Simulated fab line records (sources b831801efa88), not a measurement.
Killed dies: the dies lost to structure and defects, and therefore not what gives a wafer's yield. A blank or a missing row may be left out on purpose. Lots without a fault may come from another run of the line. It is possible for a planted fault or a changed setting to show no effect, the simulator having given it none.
A single fault, viewed from 2 desks || flow sky130 || numbers are kept per desk, each desk with only its own; the story behind them comes last

## AT THE METROLOGY DESK
What the gauges read for every lot (on any tool): the sampled wafers with a number, averaged. If a lot's mean is further than 4 standard deviations from the usual mean, the lot is out of limits and carries the mark OUT (the distance appears in the brackets).
Columns: A = VIA1_W_RS at SKY_VIA1_RS_MEAS_22, usual 0.427 ohm/sq; B = VIA1_W_THK at SKY_VIA1_THK_MEAS_23, usual 269 nm
{"lot": "L387", "first seen here": "day 35 19:36", "A": 0.428, "B": 269}
{"lot": "L386", "first seen here": "day 35 19:51", "A": 0.433, "B": 263}
{"lot": "L398", "first seen here": "day 39 10:44", "A": 0.431, "B": 270}
{"lot": "L399", "first seen here": "day 40 03:43", "A": 0.430, "B": 265}
{"lot": "L401", "first seen here": "day 40 04:35", "A": 0.427, "B": 267}
{"lot": "L402", "first seen here": "day 40 05:40", "A": 0.426, "B": 269}
Result from this desk: across the 6 lots, nothing is out of limits.

## AT THE TOOL OWNER'S DESK: pvd-sputter-03
The tool's own readings at SKY_METAL2_SPUTTER_03 (material Ti, target thk 5 nm, time 3.3 s): means of the sampled wafers that have a number, for each lot that ran on this tool. If a lot's mean is further than 4 standard deviations from the usual mean, the lot is out of limits and carries the mark OUT (the distance appears in the brackets).
Columns: A = throttle-valve-pct at SKY_METAL2_SPUTTER_03, usual 30.4 %
{"lot": "L386", "first seen here": "day 35 20:23", "A": 31.5}
{"lot": "L398", "first seen here": "day 39 11:17", "A": 31.3}
{"lot": "L399", "first seen here": "day 40 04:15", "A": 30.7}
Result from this desk: across the 3 lots, nothing is out of limits.

## PUT TOGETHER
Nothing out of limits was seen by the metrology desk.
The tool owner's desk saw nothing out of limits.

## WHAT THE SIMULATOR HAD PUT IN
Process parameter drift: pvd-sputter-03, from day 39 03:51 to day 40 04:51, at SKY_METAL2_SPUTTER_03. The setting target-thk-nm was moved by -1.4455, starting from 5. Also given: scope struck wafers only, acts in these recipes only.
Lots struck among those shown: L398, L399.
